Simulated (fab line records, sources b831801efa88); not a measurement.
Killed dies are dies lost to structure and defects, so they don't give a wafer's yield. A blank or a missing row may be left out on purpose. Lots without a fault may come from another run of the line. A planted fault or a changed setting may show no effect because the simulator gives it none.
fab line records | flow sky130
record lots=13 wafers=37 last_day=50
route steps=708 shown POLY_CUT@316 SD_P@330 LI_CONTACT@362 PAD_OPEN@708
lots that met no fault: from a run of the same line without faults
start_h: hours from the record's first day to the start of the lot's first wafer shown | wait_h: hours since the lot's step before | " the same as in the row above | L1.1+2: a row that stands for several wafers | - no value, or no start given | * or withheld: withheld | < > ~ a bound
route shown NAME@n: a module of which the file shows steps, and the number in the route of the first | usual: mean/standard deviation of fault-free wafers | same: alike in all rows | chamber/n: place in a boat | sites: the reading at each site | _std_site: their standard deviation | _edge_site: outer sites' mean less inner sites' | radius_mm: how far each site lies from the wafer's centre | mask NAME#n: copy n | behind: the tool/chamber that last shaped the wafer | hold: why the lot was held/for how many hours/how that ended | device: the transistor (n, p or np) that didn't switch | end of line: the same wafers' tests at the end of the route | a step without rows: its recipe alone | killed: dies lost to structure and defects at the first sort, not the wafer's yield | map: a wafer's dies, x killed, . not, _ none there
set.NAME: the setting as run; set.NAME@STEP: as run at that earlier step | model.NAME: the simulator's own value behind a step, which no gauge read
steps of the route over a sample of lots; a table a step, a row a wafer
services: from which hour (start_h, from the record's first day; less than 0 if before it) a tool's chamber was out of use, for how many hours, and why
## steps
# step SKY_POLY_CUT_OVL_MEAS_09
# usual POLY_CUT_OVL=-5/6.8
# columns lot.wafer tool chamber start_h wait_h POLY_CUT_OVL[nm]
L755.1 overlay-02 - 560.77 0.1 -8
L755.5 " - " " -8
L755.6 " - " " -9
L757.3 overlay-02 - 574.18 0.1 -3
L757.4 " - " " -10
L757.5 " - " " -9
L758.1 overlay-01 - 581.37 0.1 -2
L758.2 " - " " -5
L758.5 " - " " -2
L764.2 overlay-02 - 635.63 0.1 9
L764.6 " - " " -3
L765.2 overlay-02 - 646.48 0.1 2
L765.3 " - " " 1
L766.2 overlay-02 - 653.21 0.1 -11
L766.3 " - " " -3
L766.5 " - " " -2
L770.1 overlay-01 - 685.92 0.1 -10
L770.2 " - " " -15
L770.3 " - " " -15
L771.4 overlay-01 - 721.04 0.1 -6
L771.5 " - " " -12
L771.6 " - " " -4
L774.2 overlay-01 - 724.73 0.1 2
L774.5 " - " " 6
L774.6 " - " " 3
L773.3 overlay-02 - 731.51 0.1 -10
L773.4 " - " " -11
L773.5 " - " " -12
L776.1 overlay-02 - 736.27 0.1 4
L776.4 " - " " 9
L776.5 " - " " 5
L777.2 overlay-02 - 742.88 0.1 -18
L777.4 " - " " -15
L777.5 " - " " -15
L778.3 overlay-01 - 753.78 0.1 -7
L778.5 " - " " -10
L778.6 " - " " -8
# step SKY_POLY_CUT_STRIP_12
# recipe chemistry=O2/N2 power_w=1400 pressure_mtorr=1500 platen_temp_c=withheld o2_flow_sccm=3000 n2_flow_sccm=300 overash_fraction=0.5
# usual drypump_motor_current_A=5.47/0.12 oes_product_au=0.452/0.0041 strip_time_to_endpoint_s=5.355/0.017
# columns lot.wafer tool chamber start_h wait_h drypump_motor_current_A oes_product_au rf_hours_counter_h strip_time_to_endpoint_s
L755.1 plasma_asher-02 1 560.89 0.0 5.51 0.453 42 5.366
L755.5 " 0 " " 5.50 0.447 - 5.367
L755.6 " 1 " " 5.51 0.454 - 5.357
L757.3 plasma_asher-02 1 574.32 0.1 5.51 0.453 - 5.359
L757.4 " 0 " " 5.47 0.458 - 5.344
L757.5 " 1 " " 5.51 0.451 - 5.350
L758.1 plasma_asher-04 1 581.49 0.0 5.40 0.458 86 5.384
L758.2 " 0 " " 5.70 0.448 86 5.351
L758.5 " 1 " " 5.40 0.452 - 5.359
L764.2 plasma_asher-02 0 635.74 0.0 5.51 0.456 49 5.351
L764.6 " 0 " " 5.47 0.457 - 5.371
L765.2 plasma_asher-01 0 646.59 0.0 5.48 0.448 22 5.346
L765.3 " 0 " " 5.46 0.444 - 5.376
L766.2 plasma_asher-02 1 653.32 0.0 5.53 0.452 51 5.366
L766.3 " 1 " " 5.49 0.451 - 5.334
L766.5 " 1 " " 5.50 0.458 - 5.359
L770.1 plasma_asher-04 1 686.04 0.0 5.39 0.455 97 5.364
L770.2 " 0 " " 5.70 0.454 97 5.369
L770.3 " 0 " " 5.70 0.456 - 5.361
L771.4 plasma_asher-01 0 721.18 0.1 5.48 0.456 - 5.338
L771.5 " 0 " " 5.48 0.453 - 5.356
L771.6 " 1 " " 5.17 0.454 - 5.333
L774.2 plasma_asher-02 0 724.84 0.0 5.49 0.453 59 5.352
L774.5 " 0 " " 5.47 0.452 - 5.348
L774.6 " 1 " " 5.56 0.445 - 5.343
L773.3 plasma_asher-01 0 731.65 0.1 5.47 0.448 - 5.355
L773.4 " 1 " " 5.24 0.460 - 5.342
L773.5 " 1 " " 5.26 0.447 - 5.361
L776.1 plasma_asher-02 1 736.47 0.1 5.52 0.450 60 5.370
L776.4 " 0 " " 5.44 0.449 - 5.333
L776.5 " 1 " " 5.49 0.452 - 5.348
L777.2 plasma_asher-04 1 742.99 0.0 5.35 0.456 0 5.358
L777.4 " 1 " " 5.37 0.454 - 5.353
L777.5 " 0 " " 5.68 0.452 - 5.345
L778.3 plasma_asher-01 0 753.92 0.1 5.47 0.454 - 5.349
L778.5 " 1 " " 5.19 0.448 - 5.323
L778.6 " 0 " " 5.48 0.455 - 5.337
# step SKY_SD_P_STRIP_10
# recipe chemistry=O2/N2 power_w=1400 pressure_mtorr=1500 platen_temp_c=withheld o2_flow_sccm=3000 n2_flow_sccm=300 overash_fraction=0.5
# usual drypump_motor_current_A=5.48/0.21 oes_product_au=0.617/0.0043 strip_time_to_endpoint_s=17.49/0.037
# columns lot.wafer tool chamber start_h wait_h drypump_motor_current_A oes_product_au rf_hours_counter_h strip_time_to_endpoint_s
L755.1 plasma_asher-02 1 590.46 0.1 5.52 0.616 45 17.51
L755.5 " 1 " " 5.57 0.615 - 17.51
L755.6 " 0 " " 5.47 0.617 - 17.49
L757.3 plasma_asher-01 0 604.37 0.1 5.47 0.612 - 17.54
L757.4 " 1 " " 5.26 0.617 - 17.49
L757.5 " 1 " " 5.23 0.610 - 17.50
L758.1 plasma_asher-01 1 611.14 0.1 5.21 0.614 19 17.51
L758.2 " 0 " " 5.47 0.611 19 17.55
L758.5 " 0 " " 5.46 0.623 - 17.51
L764.2 plasma_asher-01 1 664.59 0.1 5.23 0.619 24 17.56
L764.6 " 0 " " 5.46 0.619 - 17.59
L765.2 plasma_asher-03 0 674.69 0.1 5.45 0.608 89 17.46
L765.3 " 0 " " 5.44 0.620 - 17.52
L766.2 plasma_asher-01 1 681.34 0.1 5.21 0.619 25 17.53
L766.3 " 0 " " 5.46 0.615 - 17.51
L766.5 " 1 " " 5.24 0.613 - 17.51
L770.1 plasma_asher-01 0 713.50 0.1 5.49 0.620 29 17.48
L770.2 " 1 " " 5.19 0.611 29 17.50
L770.3 " 0 " " 5.49 0.622 - 17.46
L771.4 plasma_asher-03 1 748.77 0.1 5.94 0.613 - 17.43
L771.5 " 0 " " 5.42 0.618 - 17.48
L771.6 " 1 " " 5.95 0.623 - 17.49
L774.2 plasma_asher-01 1 751.69 0.1 5.25 0.624 33 17.47
L774.5 " 0 " " 5.46 0.617 - 17.47
L774.6 " 1 " " 5.26 0.622 - 17.51
L773.3 plasma_asher-03 1 759.14 0.1 5.96 0.621 - 17.54
L773.4 " 0 " " 5.45 0.615 - 17.48
L773.5 " 0 " " 5.44 0.621 - 17.50
L776.1 plasma_asher-02 0 763.40 0.1 5.48 0.621 63 17.57
L776.4 " 0 " " 5.48 0.613 - 17.55
L776.5 " 1 " " 5.54 0.621 - 17.51
L777.2 plasma_asher-03 0 770.05 0.1 5.43 0.616 98 17.52
L777.4 " 0 " " 5.44 0.623 - 17.47
L777.5 " 0 " " 5.42 0.614 - 17.51
L778.3 plasma_asher-02 0 780.46 0.1 5.46 0.616 - 17.45
L778.5 " 0 " " 5.48 0.609 - 17.48
L778.6 " 1 " " 5.52 0.619 - 17.47
# step SKY_LI_CONTACT_HDPCVD_00
# recipe material=PSG target_thk_nm=930 sigma_open_frac=0.3 time_s=155 temp_c=600 sih4_flow_sccm=60 pressure_mtorr=6
# usual run_length_s=182.8/0.53
# columns lot.wafer tool chamber start_h wait_h run_length_s
L755.1 hdpcvd-01 1 650.16 0.0 182.5
L755.5 " 0 " " 183.5
L755.6 " 2 " " 183.1
L757.3 hdpcvd-02 1 663.02 0.0 181.9
L757.4 " 1 " " 182.7
L757.5 " 0 " " 183.2
L758.1 hdpcvd-02 2 671.01 0.0 182.6
L758.2 " 0 " " 182.9
L758.5 " 2 " " 183.2
L764.2 hdpcvd-01 2 721.10 0.0 177.7
L764.6 " 2 " " 177.8
L765.2 hdpcvd-01 0 730.33 0.0 178.0
L765.3 " 1 " " 182.7
L766.2 hdpcvd-01 2 738.36 0.0 177.5
L766.3 " 1 " " 182.8
L766.5 " 1 " " 183.0
L770.1 hdpcvd-02 2 769.31 0.0 182.3
L770.2 " 0 " " 182.9
L770.3 " 1 " " 182.1
L771.4 hdpcvd-02 0 801.93 0.1 182.9
L771.5 " 1 " " 181.8
L771.6 " 2 " " 182.3
L774.2 hdpcvd-02 1 805.03 0.0 182.4
L774.5 " 2 " " 182.5
L774.6 " 1 " " 182.5
L773.3 hdpcvd-02 0 813.07 0.0 182.9
L773.4 " 0 " " 183.5
L773.5 " 1 " " 181.8
L776.1 hdpcvd-01 1 817.07 0.0 183.6
L776.4 " 2 " " 182.6
L776.5 " 1 " " 183.2
L777.2 hdpcvd-01 0 823.96 0.0 184.1
L777.4 " 1 " " 182.8
L777.5 " 0 " " 183.1
L778.3 hdpcvd-01 2 833.73 0.0 182.6
L778.5 " 0 " " 183.2
L778.6 " 1 " " 183.2
# step SKY_PAD_OPEN_PROBE_99
# usual killed_at_M0_to_M3=44/6.9 killed_at_M4_up=3.2/1.8 killed_at_contacts=23/5.2 killed_at_front_end=15/4.5 killed_at_other=0.3/0.56 killed_dies=85/8.8 killed_open=47/6.7 killed_short=39/6.4
# same gross_dies=492 killed_at_back_side=0
# columns lot.wafer tool chamber start_h wait_h killed_at_M0_to_M3 killed_at_M4_up killed_at_contacts killed_at_front_end killed_at_other killed_dies killed_open killed_short
L755.1 prober-02 - 1078.76 0.1 46 3 36 14 1 100 65 35
L755.5 prober-02 - 1078.96 0.2 42 2 12 16 1 73 41 32
L755.6 prober-02 - 1079.01 0.2 43 4 24 15 0 86 40 46
L764.2 prober-01 - 1128.95 0.1 42 4 22 13 0 81 44 37
L764.6 prober-01 - 1129.15 0.2 48 2 17 13 0 80 44 36
L773.3 prober-02 - 1188.01 0.2 36 2 26 7 1 72 45 27
L773.4 prober-02 - 1188.06 0.2 48 6 23 13 0 90 52 38
L773.5 prober-02 - 1188.11 0.2 51 5 20 10 0 86 51 35
# killed by level:class
L755.1 CONTACT:geometric_particle:open=14 VIA1:geometric_particle:open=13 LI_CONTACT:geometric_particle:open=9 VIA2:geometric_particle:open=9 CONTACT:geometric_particle:short=6 METAL3:geometric_particle:short=6 VIA3:geometric_particle:open=6 LOCAL_INTERCONNECT:geometric_particle:short=4
L755.5 VIA1:geometric_particle:open=12 VIA2:geometric_particle:open=6 CONTACT:geometric_particle:open=5 METAL1:geometric_particle:short=5 POLY_GATE:geometric_particle:open=4 SPACER:geometric_particle:short=4 VIA1:geometric_particle:short=4 FIELD_ISO:geometric_particle:open=3
L755.6 VIA1:geometric_particle:open=11 METAL2:geometric_particle:short=8 VIA2:geometric_particle:open=7 CONTACT:geometric_particle:open=6 CONTACT:geometric_particle:short=6 FIELD_ISO:geometric_particle:short=4 LI_CONTACT:geometric_particle:open=4 LOCAL_INTERCONNECT:geometric_particle:short=4
L764.2 VIA1:geometric_particle:open=16 LI_CONTACT:geometric_particle:open=8 LI_CONTACT:geometric_particle:short=6 VIA1:geometric_particle:short=5 VIA3:geometric_particle:open=5 VIA2:geometric_particle:open=4 FIELD_ISO:geometric_particle:open=3 FIELD_ISO:geometric_particle:short=3
L764.6 VIA1:geometric_particle:open=11 VIA3:geometric_particle:open=8 LI_CONTACT:geometric_particle:open=7 METAL2:geometric_particle:short=7 VIA2:geometric_particle:open=7 POLY_GATE:geometric_particle:short=6 METAL1:geometric_particle:short=6 VIA1:geometric_particle:short=4
L773.3 CONTACT:geometric_particle:open=10 LI_CONTACT:geometric_particle:open=7 CONTACT:geometric_particle:short=7 VIA1:geometric_particle:open=7 VIA2:geometric_particle:open=7 METAL2:geometric_particle:short=5 VIA3:geometric_particle:open=5 METAL1:geometric_particle:open=3
L773.4 VIA1:geometric_particle:open=15 VIA3:geometric_particle:open=9 CONTACT:geometric_particle:open=7 LI_CONTACT:geometric_particle:open=7 METAL4:geometric_particle:short=6 FIELD_ISO:geometric_particle:short=5 CONTACT:geometric_particle:short=5 VIA3:geometric_particle:short=5
L773.5 VIA1:geometric_particle:open=16 VIA3:geometric_particle:open=9 CONTACT:geometric_particle:open=8 CONTACT:geometric_particle:short=6 VIA2:geometric_particle:open=6 VIA2:geometric_particle:short=4 VIA1:geometric_particle:short=4 METAL4:geometric_particle:short=4
## services
# columns tool chamber start_h hours kind
hdpcvd-01 1 547.92 4.8 repair
plasma_asher-02 - 580.76 0.4 repair
hdpcvd-02 - 606.47 8.9 repair
plasma_asher-01 - 640.96 1.7 repair
hdpcvd-01 - 650.75 15.0 pm
hdpcvd-01 0 650.75 15.0 vent_cycle
hdpcvd-01 1 650.75 15.0 vent_cycle
hdpcvd-01 2 650.75 15.0 vent_cycle
plasma_asher-01 - 664.20 0.3 repair
hdpcvd-01 0 665.75 - clean
hdpcvd-01 1 665.75 - clean
hdpcvd-01 2 665.75 - clean
plasma_asher-01 - 676.96 2.5 repair
hdpcvd-02 - 687.21 6.0 pm
plasma_asher-03 - 707.60 4.6 repair
hdpcvd-01 2 717.28 2.9 repair
plasma_asher-04 - 733.75 9.0 pm
plasma_asher-03 - 734.95 2.8 pm
plasma_asher-04 - 755.20 0.5 repair
hdpcvd-01 - 775.99 1.2 repair
plasma_asher-02 - 783.97 15.6 pm
plasma_asher-04 - 823.87 14.6 pm
plasma_asher-02 - 827.59 2.8 pm
hdpcvd-01 - 828.78 0.6 repair
## key
first_sign step=SKY_LI_CONTACT_HDPCVD_00 reading=run_length_s direction=down sigmas=9.6 usual=* struck=*
effect none on later readings
met_at SKY_LI_CONTACT_HDPCVD_00
struck_lots L764,L765,L766
struck_wafers L764.2,L764.6,L765.2,L766.2
tester_left_out L764,L765,L766
not_acting_at SKY_POLY_CUT_OVL_MEAS_09,SKY_POLY_CUT_STRIP_12,SKY_SD_P_STRIP_10
onset_between 650.16 721.10
fault kind=process_parameter_drift tool=hdpcvd-01 chamber=- onset_h=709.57 steps=SKY_LI_CONTACT_HDPCVD_00 channel=time_s offset=* shape=step end_h=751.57 scope=struck_wafers_only acts_in=* stated=*
# tester_left_out: of these lots the tester's yield and bins aren't shown, on N5 and GAA mostly nor the transistor test; their killed dies are dies lost to structure and defects alone, not to doping, threshold or leakage, so they don't give the yield
